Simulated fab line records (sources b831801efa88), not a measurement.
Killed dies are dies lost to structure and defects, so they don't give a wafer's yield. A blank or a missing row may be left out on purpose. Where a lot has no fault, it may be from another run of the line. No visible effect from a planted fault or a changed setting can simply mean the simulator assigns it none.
fab line records | flow sky130
record lots=6 wafers=17 lastDay=49
route steps=708 shown LOCAL_INTERCONNECT@389 PAD_OPEN@708
lots that met no fault: taken from a fault-free run of the same line
startH: start of the lot's first displayed wafer, in hours after the record's first day | waitH: how many hours have passed since the lot's step before this one | " as in the row above | L1.1+2: several wafers, shown together as one row | - either no value or no given start | * or withheld: withheld | < > ~ a bound
route shown NAME@n: a module of which the file shows steps, and the number in the route of the first | usual: mean and standard deviation over wafers with no fault | same: alike in all rows | chamber/n: place in a boat | sites: readings site by site | _std_site: the values' standard deviation | _edge_site: outer sites' mean less inner sites' | radiusMm: for every site, how far away it sits from the centre of the wafer | mask NAME#n: copy n | behind: the last tool/chamber to shape the wafer | hold: why the lot went on hold/how many hours it stayed there/how the hold came to an end | device: names the non-switching transistor (n, p or np) | end of line: tests run on the same wafers once the route is complete | where a step has no rows: the recipe by itself | killed: at the first sort, the dies lost to defects and structure; wafer yield is something else | map: a wafer's dies, marking killed ones x, the rest . and places with no die _
set.NAME: the setting as run; set.NAME@STEP: as run at that earlier step | model.NAME: the simulator's own value behind a step, which no gauge read
lots at some steps of the route; a table a step, a row a wafer
services: from which hour (startH, from the record's first day; less than 0 if before it) a tool's chamber was out of use, for how many hours, and why
## steps
# step SKY_LOCAL_INTERCONNECT_THK_MEAS_02
# recipe thkMeasGauge=xrf reads=TiN_of_LOCAL_INTERCONNECT_SPUTTER_00
# usual LOCAL_INTERCONNECT_TIN_THK=102.5/1.3
# columns lot.wafer tool chamber startH waitH LOCAL_INTERCONNECT_TIN_THK[nm]
L641.1 filmMetro-03 - 683.25 0.1 101.7
L641.2 " - " " 101.5
L641.5 " - " " 102.4
L643.1 filmMetro-03 - 694.10 0.1 101.4
L643.3 " - " " 101.1
L643.5 " - " " 101.0
L649.1 filmMetro-02 - 748.78 0.1 100.7
L649.4 " - " " 99.8
L649.5 " - " " 100.9
L652.2 filmMetro-02 - 766.16 0.1 99.8
L652.6 " - " " 99.9
L658.4 filmMetro-03 - 813.38 0.1 102.8
L658.5 " - " " 104.0
L658.6 " - " " 103.9
L659.1 filmMetro-02 - 819.63 0.1 102.7
L659.4 " - " " 103.0
L659.6 " - " " 102.9
# step SKY_LOCAL_INTERCONNECT_DEHYDRATE_03
# recipe tempC=200 timeS=60
# step SKY_LOCAL_INTERCONNECT_HMDS_04
# recipe primeTimeS=60 primeTempC=120
# step SKY_LOCAL_INTERCONNECT_COAT_05
# recipe resist=BARC tempC=withheld timeS=withheld spinRpm=3000 resistThkNm=60
# step SKY_LOCAL_INTERCONNECT_COAT_06
# recipe resist=KrF-thick spinRpm=3000 resistThkNm=450
# step SKY_LOCAL_INTERCONNECT_SOFTBAKE_07
# recipe tempC=100 timeS=90 resist=KrF-thick
# step SKY_LOCAL_INTERCONNECT_EXPOSE_08
# recipe maskId=LI1M na=0.8 sourceShape=annular sigmaInner=0.55 sigmaOuter=0.85 targetCdNm=170 doseMj=28
# step SKY_LOCAL_INTERCONNECT_PEB_09
# recipe pebTempC=withheld pebTimeS=withheld resist=KrF-thick
# step SKY_LOCAL_INTERCONNECT_DEVELOP_10
# recipe developTimeS=60 resist=KrF-thick devTempC=21
# step SKY_LOCAL_INTERCONNECT_CD_MEAS_11
# recipe targetCdNm=170
# usual cdNm=169.9/1.5
# columns lot.wafer tool chamber startH waitH cdNm
L641.1 cdSem-02 - 711.10 - 172.1
L641.2 " - " " 171.3
L641.5 " - " " 170.4
L643.1 cdSem-02 - 722.10 - 172.0
L643.3 " - " " 173.0
L643.5 " - " " 172.5
L649.1 cdSem-02 - 775.43 - 169.6
L649.4 " - " " 168.3
L649.5 " - " " 167.6
L652.2 cdSem-02 - 792.15 - 171.0
L652.6 " - " " 172.1
L658.4 cdSem-02 - 839.36 - 170.6
L658.5 " - " " 169.3
L658.6 " - " " 170.1
L659.1 cdSem-01 - 845.95 - 170.6
L659.4 " - " " 170.2
L659.6 " - " " 169.6
# step SKY_LOCAL_INTERCONNECT_OVL_MEAS_12
# usual LOCAL_INTERCONNECT_OVL=-1/5.1
# columns lot.wafer tool chamber startH waitH LOCAL_INTERCONNECT_OVL[nm]
L641.1 overlay-01 - 711.22 0.1 -11
L641.2 " - " " -11
L641.5 " - " " -9
L643.1 overlay-01 - 722.22 0.1 8
L643.3 " - " " 8
L643.5 " - " " 7
L649.1 overlay-02 - 775.55 0.1 5
L649.4 " - " " 4
L649.5 " - " " 5
L652.2 overlay-01 - 792.26 0.1 -8
L652.6 " - " " -10
L658.4 overlay-02 - 839.43 0.1 -5
L658.5 " - " " -1
L658.6 " - " " -1
L659.1 overlay-02 - 846.07 0.1 6
L659.4 " - " " -2
L659.6 " - " " 1
# step SKY_LOCAL_INTERCONNECT_ETCH_13
# recipe chemistry=N2/H2 target=BARC ionEnergyEv=200 biasW=100 pressureMtorr=30 n2FlowSccm=100 h2FlowSccm=200 icpW=500 stopOn=SiO2 timeS=45.9 targetDepthA=600
# usual drypumpMotorCurrentA=5.9/0.5 oesProductAu=0.855/0.0049 throttleValvePct=13.225/0.0085
# same timeS=45.9
# columns lot.wafer tool chamber startH waitH drypumpMotorCurrentA oesProductAu rfHoursCounterH throttleValvePct
L641.1 rieMetal-01 1 711.25 0.0 6.6 0.848 13 13.242
L641.2 " 0 " " 6.1 0.861 11 13.233
L641.5 " 1 " " 6.6 0.858 - 13.238
L643.1 rieMetal-03 0 722.25 0.0 5.9 0.845 10 13.214
L643.3 " 1 " " 5.1 0.853 - 13.230
L643.5 " 0 " " 5.9 0.857 - 13.222
L649.1 rieMetal-03 1 775.59 0.0 5.1 0.850 0 13.224
L649.4 " 1 " " 5.1 0.844 - 13.236
L649.5 " 1 " " 5.1 0.857 - 13.210
L652.2 rieMetal-03 0 792.29 0.0 5.9 0.847 13 13.215
L652.6 " 0 " " 5.8 0.851 - 13.225
L658.4 rieMetal-02 0 839.47 0.0 6.1 0.858 - 13.209
L658.5 " 1 " " 6.2 0.864 - 13.236
L658.6 " 0 " " 6.1 0.859 - 13.239
L659.1 rieMetal-01 0 846.10 0.0 6.1 0.858 16 13.223
L659.4 " 1 " " 6.5 0.865 - 13.227
L659.6 " 1 " " 6.6 0.845 - 13.231
# step SKY_LOCAL_INTERCONNECT_METAL_ETCH_14
# recipe targetDepthNm=110 stopOn=PSG chemistry=Cl2/BCl3 target=TiN resistSidewallDeg=88 pressureMtorr=10 icpW=900 biasW=48.5 Cl2_flow_sccm=60 bcl3FlowSccm=30 timeS=31.4
# usual drypumpMotorCurrentA=5.9/0.5 mfcCl2Sccm=60.03/0.2 oesProductAu=0.944/0.0075 throttleValvePct=21.898/0.01
# columns lot.wafer tool chamber startH waitH drypumpMotorCurrentA mfcCl2Sccm oesProductAu rfHoursCounterH throttleValvePct
L641.1 rieMetal-01 1 711.32 0.0 6.6 59.74 0.943 13 21.890
L641.2 " 0 " " 6.1 60.26 0.928 11 21.915
L641.5 " 1 " " 6.6 59.87 0.946 - 21.896
L643.1 rieMetal-03 0 722.32 0.0 5.9 60.16 0.936 10 21.889
L643.3 " 1 " " 5.1 60.21 0.930 - 21.912
L643.5 " 0 " " 5.9 59.78 0.940 - 21.897
L649.1 rieMetal-03 1 775.65 0.0 5.1 60.42 0.911 0 21.924
L649.4 " 1 " " 5.1 60.09 0.899 - 21.927
L649.5 " 1 " " 5.1 60.27 0.908 - 21.914
L652.2 rieMetal-03 0 792.35 0.0 5.8 60.13 0.904 13 21.938
L652.6 " 0 " " 5.9 59.96 0.914 - 21.929
L658.4 rieMetal-02 0 839.53 0.0 6.0 60.05 0.947 - 21.899
L658.5 " 1 " " 6.3 59.90 0.950 - 21.894
L658.6 " 0 " " 6.1 59.77 0.939 - 21.902
L659.1 rieMetal-01 0 846.17 0.0 6.1 60.06 0.952 16 21.892
L659.4 " 1 " " 6.6 60.14 0.951 - 21.894
L659.6 " 1 " " 6.6 59.84 0.950 - 21.903
# step SKY_LOCAL_INTERCONNECT_STRIP_15
# recipe chemistry=O2/N2 powerW=1400 pressureMtorr=1500 platenTempC=withheld o2FlowSccm=3000 n2FlowSccm=300 overashFraction=0.5
# usual drypumpMotorCurrentA=5.7/0.36 o2FlowSccm=3000/9.7 oesProductAu=0.427/0.0046 stripTimeToEndpointS=4.722/0.022
# columns lot.wafer tool chamber startH waitH drypumpMotorCurrentA o2FlowSccm oesProductAu rfHoursCounterH stripTimeToEndpointS
L641.1 plasmaAsher-01 1 711.37 0.0 5.9 3033 0.425 29 4.743
L641.2 " 0 " " 6.1 2993 0.436 29 4.741
L641.5 " 1 " " 5.9 3011 0.422 - 4.730
L643.1 plasmaAsher-01 0 722.37 0.0 6.1 3026 0.428 30 4.696
L643.3 " 1 " " 5.9 2984 0.422 - 4.698
L643.5 " 0 " " 6.1 3010 0.429 - 4.705
L649.1 plasmaAsher-01 0 775.70 0.0 6.1 2989 0.430 36 4.684
L649.4 " 1 " " 5.9 2996 0.430 - 4.670
L649.5 " 1 " " 5.9 2987 0.424 - 4.660
L652.2 plasmaAsher-03 1 792.40 0.0 5.2 2983 0.429 93 4.731
L652.6 " 1 " " 5.2 2998 0.431 - 4.698
L658.4 plasmaAsher-03 1 839.60 0.1 5.2 3014 0.433 - 4.747
L658.5 " 0 " " 5.3 2987 0.428 - 4.752
L658.6 " 1 " " 5.2 3005 0.425 - 4.772
L659.1 plasmaAsher-01 1 846.22 0.0 5.9 2998 0.431 42 4.731
L659.4 " 1 " " 5.9 2998 0.421 - 4.719
L659.6 " 1 " " 5.9 3000 0.426 - 4.712
# step SKY_PAD_OPEN_PROBE_99
# usual killed_at_M0_to_M3=43/8 killed_at_M4_up=2.9/1.6 killedAtContacts=26/5.2 killedAtFrontEnd=15/4.3 killedAtOther=0.3/0.56 killedDies=87/10 killedOpen=48/6.9 killedShort=40/6.5
# same grossDies=492 killedAtBackSide=0
# columns lot.wafer tool chamber startH waitH killed_at_M0_to_M3 killed_at_M4_up killedAtContacts killedAtFrontEnd killedAtOther killedDies killedOpen killedShort
L641.1 prober-02 - 1080.05 0.1 50 4 27 18 1 100 55 45
L641.2 prober-02 - 1080.10 0.1 41 3 23 18 0 85 50 35
L641.5 prober-02 - 1080.25 0.2 40 2 28 9 0 79 50 29
L643.1 prober-02 - 1087.50 0.1 51 1 29 12 1 94 63 31
L643.3 prober-02 - 1087.60 0.2 35 1 21 17 0 74 32 42
L643.5 prober-02 - 1087.70 0.2 58 3 34 14 0 109 68 41
L649.1 prober-01 - 1127.79 0.1 54 3 24 15 0 96 50 46
L649.4 prober-01 - 1127.94 0.2 47 3 22 17 1 90 51 39
L649.5 prober-01 - 1127.99 0.2 29 1 22 8 2 62 32 30
L652.2 prober-02 - 1140.12 0.1 45 4 39 11 0 99 52 47
L652.6 prober-02 - 1140.32 0.2 40 7 24 17 0 88 39 49
L658.4 prober-02 - 1171.77 0.2 44 5 26 14 0 89 47 42
L658.5 prober-02 - 1171.82 0.2 45 3 24 18 1 91 50 41
L658.6 prober-02 - 1171.87 0.2 53 5 24 14 0 96 49 47
L659.1 prober-01 - 1177.92 0.1 38 7 26 11 0 82 43 39
L659.4 prober-01 - 1178.07 0.2 38 3 30 12 0 83 46 37
L659.6 prober-01 - 1178.17 0.2 40 1 22 12 0 75 42 33
# killed by level:class
L641.1 LI_CONTACT:geometricParticle:open=10 VIA2:geometricParticle:open=9 FIELD_ISO:geometricParticle:open=8 CONTACT:geometricParticle:open=7 VIA1:geometricParticle:open=7 METAL3:geometricParticle:short=7 CONTACT:geometricParticle:short=6 METAL1:geometricParticle:short=6
L641.2 VIA1:geometricParticle:open=16 CONTACT:geometricParticle:open=11 VIA3:geometricParticle:open=9 FIELD_ISO:geometricParticle:short=6 FIELD_ISO:geometricParticle:open=5 CONTACT:geometricParticle:short=5 LOCAL_INTERCONNECT:geometricParticle:short=5 POLY_GATE:geometricParticle:short=3
L641.5 VIA1:geometricParticle:open=13 LI_CONTACT:geometricParticle:open=10 CONTACT:geometricParticle:open=6 LOCAL_INTERCONNECT:geometricParticle:short=4 CONTACT:geometricParticle:short=4 METAL1:geometricParticle:short=4 METAL2:geometricParticle:short=4 VIA2:geometricParticle:open=4
L643.1 CONTACT:geometricParticle:open=15 VIA1:geometricParticle:open=10 VIA2:geometricParticle:open=9 VIA3:geometricParticle:open=8 METAL2:geometricParticle:short=7 FIELD_ISO:geometricParticle:open=6 LI_CONTACT:geometricParticle:open=6 CONTACT:geometricParticle:short=4
L643.3 CONTACT:geometricParticle:open=9 VIA1:geometricParticle:open=9 VIA1:geometricParticle:short=6 SPACER:geometricParticle:short=5 FIELD_ISO:geometricParticle:short=5 POLY_GATE:geometricParticle:short=4 LI_CONTACT:geometricParticle:open=4 CONTACT:geometricParticle:short=4
L643.5 VIA3:geometricParticle:open=14 CONTACT:geometricParticle:open=13 VIA1:geometricParticle:open=11 METAL2:geometricParticle:short=10 LI_CONTACT:geometricParticle:open=8 VIA2:geometricParticle:open=6 FIELD_ISO:geometricParticle:open=5 LOCAL_INTERCONNECT:geometricParticle:short=5
L649.1 VIA1:geometricParticle:open=12 LI_CONTACT:geometricParticle:open=8 METAL1:geometricParticle:short=8 CONTACT:geometricParticle:open=8 VIA1:geometricParticle:short=8 VIA2:geometricParticle:open=8 VIA3:geometricParticle:open=6 METAL3:geometricParticle:short=5
L649.4 CONTACT:geometricParticle:open=10 VIA1:geometricParticle:open=9 METAL1:geometricParticle:short=8 LI_CONTACT:geometricParticle:open=8 VIA2:geometricParticle:open=6 POLY_GATE:geometricParticle:open=5 POLY_GATE:geometricParticle:short=5 METAL2:geometricParticle:short=5
L649.5 CONTACT:geometricParticle:open=11 POLY_GATE:geometricParticle:short=6 VIA2:geometricParticle:short=6 VIA3:geometricParticle:open=5 CONTACT:geometricParticle:short=4 LI_CONTACT:geometricParticle:open=4 VIA1:geometricParticle:open=4 METAL2:geometricParticle:short=4
L652.2 CONTACT:geometricParticle:open=13 LI_CONTACT:geometricParticle:open=8 METAL1:geometricParticle:short=8 METAL2:geometricParticle:short=8 VIA1:geometricParticle:open=7 LI_CONTACT:geometricParticle:short=6 CONTACT:geometricParticle:short=6 VIA3:geometricParticle:open=5
L652.6 FIELD_ISO:geometricParticle:short=8 CONTACT:geometricParticle:open=8 VIA1:geometricParticle:open=8 METAL2:geometricParticle:short=7 LOCAL_INTERCONNECT:geometricParticle:short=5 VIA2:geometricParticle:open=5 VIA3:geometricParticle:short=5 LI_CONTACT:geometricParticle:short=4
L658.4 CONTACT:geometricParticle:open=10 VIA1:geometricParticle:open=9 METAL1:geometricParticle:short=7 VIA3:geometricParticle:open=7 VIA1:geometricParticle:short=6 LI_CONTACT:geometricParticle:open=5 CONTACT:geometricParticle:short=5 METAL2:geometricParticle:short=5
L658.5 VIA2:geometricParticle:open=10 VIA1:geometricParticle:open=9 CONTACT:geometricParticle:open=8 METAL1:geometricParticle:short=8 VIA3:geometricParticle:open=7 LOCAL_INTERCONNECT:geometricParticle:short=6 LI_CONTACT:geometricParticle:open=5 POLY_GATE:geometricParticle:open=4
L658.6 CONTACT:geometricParticle:open=12 LI_CONTACT:geometricParticle:open=7 VIA1:geometricParticle:open=7 VIA3:geometricParticle:short=7 METAL1:geometricParticle:short=7 VIA2:geometricParticle:open=7 VIA1:geometricParticle:short=6 POLY_GATE:geometricParticle:short=5
L659.1 CONTACT:geometricParticle:open=12 VIA1:geometricParticle:open=7 METAL2:geometricParticle:short=7 METAL4:geometricParticle:short=6 FIELD_ISO:geometricParticle:open=5 VIA3:geometricParticle:open=5 LI_CONTACT:geometricParticle:open=4 CONTACT:geometricParticle:short=4
L659.4 CONTACT:geometricParticle:open=18 VIA3:geometricParticle:open=7 METAL2:geometricParticle:short=6 FIELD_ISO:geometricParticle:open=5 VIA1:geometricParticle:open=5 METAL3:geometricParticle:short=5 LI_CONTACT:geometricParticle:open=4 CONTACT:geometricParticle:short=4
L659.6 VIA1:geometricParticle:open=12 CONTACT:geometricParticle:open=8 METAL2:geometricParticle:short=8 CONTACT:geometricParticle:short=6 VIA2:geometricParticle:open=6 FIELD_ISO:geometricParticle:short=5 LI_CONTACT:geometricParticle:open=5 METAL2:geometricParticle:open=4
## services
# columns tool chamber startH hours kind
plasmaAsher-03 - 705.41 2.8 pm
rieMetal-03 0 708.43 4.7 repair
rieMetal-03 1 725.49 3.0 repair
rieMetal-01 1 737.46 - clean
rieMetal-01 1 737.46 17.8 scheduledDown
rieMetal-01 1 737.46 17.8 ventCycle
rieMetal-03 1 751.18 - clean
rieMetal-03 1 751.18 16.9 scheduledDown
rieMetal-03 1 751.18 16.9 ventCycle
rieMetal-02 - 760.09 1.4 pm
rieMetal-02 - 779.44 0.2 repair
plasmaAsher-01 - 780.62 1.8 repair
rieMetal-01 0 781.30 1.6 repair
plasmaAsher-01 - 827.25 6.1 repair
## key
firstSign step=SKY_LOCAL_INTERCONNECT_METAL_ETCH_14 reading=oesProductAu direction=down sigmas=5 usual=0.944 struck=0.907
effect none on later readings
metAt SKY_LOCAL_INTERCONNECT_METAL_ETCH_14
struckWafers L649.1,L649.4,L649.5,L652.2,L652.6
testerLeftOut L649,L652
onsetBetween 722.32 775.65
fault kind=processParameterDrift tool=rieMetal-03 chamber=- onsetH=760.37 steps=SKY_LOCAL_INTERCONNECT_METAL_ETCH_14 channel=timeS offset=* shape=step endH=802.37 actsIn=* stated=*
# testerLeftOut: of these lots the tester's yield and bins aren't shown, on N5 and GAA mostly nor the transistor test; their killed dies are dies lost to structure and defects alone, not to doping, threshold or leakage, so they don't give the yield
